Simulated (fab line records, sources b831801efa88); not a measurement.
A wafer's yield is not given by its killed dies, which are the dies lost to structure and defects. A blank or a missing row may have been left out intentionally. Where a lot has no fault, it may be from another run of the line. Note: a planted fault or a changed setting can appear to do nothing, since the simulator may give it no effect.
Comparing a struck lot with a sound one -- flow sky130 -- 17 steps out of a route of 708
Sound: the wafers L958.2, L958.3, L958.4. Struck: wafers L965.1, L965.4, L965.5. The cause is named last.
For every step that has rows: the tool of each side, followed by ch and its chambers, followed by its first start. Under that, the readings that differ: sound wafers -- struck wafers -- difference of the means -- sigmas: that difference in standard deviations of wafers without a fault.
alike: a reading whose means differ by less than 2 such deviations, as well as words and numbers matching on both sides. not compared: withheld readings; readings where some wafer has no value; bounds like >300 that might hide an equal value; numbers whose values overlap and for which the record gives no deviation.
The two part at a step that has a row with sigmas, a row that says differs or no value, or rows on one side only. Non-overlapping numbers with no deviation appear without sigmas and do not part them. A reading missing from all wafers of one side parts the sides only when that side holds two or more wafers.

SKY_VT_ADJUST_LVTN_OVL_MEAS_07:
  sound on overlay-01, day 6 21:32; struck on overlay-01, day 8 19:29
  alike: VT_ADJUST_LVTN_OVL
following that, these wafers have no rows for 1 step: SKY_VT_ADJUST_LVTN_IMPLANT_08.
SKY_VT_ADJUST_LVTN_STRIP_09: strips in O2/N2.
  sound on plasmaAsher-03 ch 0,1, day 6 21:43; struck on plasmaAsher-03 ch 0,1, day 8 19:40
  alike: chamberPressureMTorr, drypumpMotorCurrentA, oesProductAu, stripTimeToEndpointS
  not compared: rfHoursCounterH
SKY_VT_ADJUST_LVTN_TW_MEAS_10:
  sound on filmMetro-03, day 6 21:49; struck on filmMetro-02, day 8 19:46
  alike: VT_ADJUST_LVTN_TW
then, 7 steps without rows for these wafers: SKY_VT_ADJUST_LVTN_DEHYDRATE_11 (time 60 s); SKY_VT_ADJUST_LVTN_HMDS_12 (prime time 60 s); SKY_VT_ADJUST_LVTN_COAT_13 (resist thk 1140 nm); SKY_VT_ADJUST_LVTN_SOFTBAKE_14 (time 60 s); SKY_VT_ADJUST_LVTN_EXPOSE_15 (exposes mask HVN STD DERIVED, target cd 600 nm); SKY_VT_ADJUST_LVTN_PEB_16; SKY_VT_ADJUST_LVTN_DEVELOP_17 (develop time 60 s).
SKY_VT_ADJUST_LVTN_OVL_MEAS_18:
  sound on overlay-02, day 7 17:03; struck on overlay-01, day 9 16:53
  alike: VT_ADJUST_LVTN_01_OVL
SKY_VT_ADJUST_LVTN_IMPLANT_19:
  sound on implanter-04 ch 0, day 7 17:07; struck on implanter-04 ch 0, day 9 16:56
reading,sound,struck,difference,sigmas
implantIonAmu,11 11 11,49 49 49,+38,
model.implant.rpNm (nm),93.93 93.93 93.93,23.35 23.35 23.35,-70.58,
model.implant.drpNm (nm),42.97 42.97 42.97,12.97 12.97 12.97,-30.00,
  alike: beamOnS, endStationPressureTorr
SKY_VT_ADJUST_LVTN_STRIP_20: strips in O2/N2.
  sound on plasmaAsher-04 ch 0,1, day 7 17:14; struck on plasmaAsher-04 ch 1, day 9 17:05
  alike: chamberPressureMTorr, drypumpMotorCurrentA, oesProductAu, stripTimeToEndpointS
  not compared: rfHoursCounterH
SKY_VT_ADJUST_LVTN_TW_MEAS_21:
  sound on filmMetro-03, day 7 17:20; struck on filmMetro-04, day 9 17:11
reading,sound,struck,difference,sigmas
VT_ADJUST_LVTN_2_TW,187.5 188.0 187.5,292.9 293.6 292.7,+105.4,+70
then, 1 step without rows for these wafers: SKY_VT_ADJUST_NCORE_DEHYDRATE_00 (time 60 s).
-- record jumps: 38 days separate the struck wafers' starts on either side; left off in module VT_ADJUST_NCORE, taken up again in module PAD_OPEN, whose first shown step is the route's number 708 --
SKY_PAD_OPEN_PROBE_99:
  sound on prober-01, day 46 00:58; struck on prober-02, day 47 17:16
reading,sound,struck,difference,sigmas
model.etest.pfet_16v.rOnOhmUm,1.54e+04 1.484e+04 1.513e+04,1.565e+04 1.564e+04 1.56e+04,+5.067e+02,
model.etest.resPwellUnderGate.rsOhmSq,2304 2290 2309,2331 2335 2337,+33,
model.etest.pfet_16v.driveUaUm,245.2 250.9 247.5,235.6 235.4 237.2,-11.8,
model.etest.nfetG5v0d10v5.bodyRiseV (V),0.6821 0.6785 0.6835,0.6177 0.6141 0.6225,-0.0633,
model.etest.nfet_16v.bodyRiseV (V),0.6807 0.675 0.6791,0.6155 0.6119 0.6205,-0.0623,
  alike: killed_at_M0_to_M3, killed_at_M4_up, killedAtContacts, killedAtFrontEnd, killedAtOther, killedDies, killedOpen, killedShort
  not compared: model.etest.tip_n_5v.rsOhmSq, model.etest.nfetG5v0d10v5.vtLongV, model.etest.nfet_16v.vtV

== WHERE THEY PART ==
Only at SKY_VT_ADJUST_LVTN_TW_MEAS_21, as far as this record shows. Later steps at which nothing parts them and some readings are alike: SKY_PAD_OPEN_PROBE_99.

WHY: what the simulator had put in
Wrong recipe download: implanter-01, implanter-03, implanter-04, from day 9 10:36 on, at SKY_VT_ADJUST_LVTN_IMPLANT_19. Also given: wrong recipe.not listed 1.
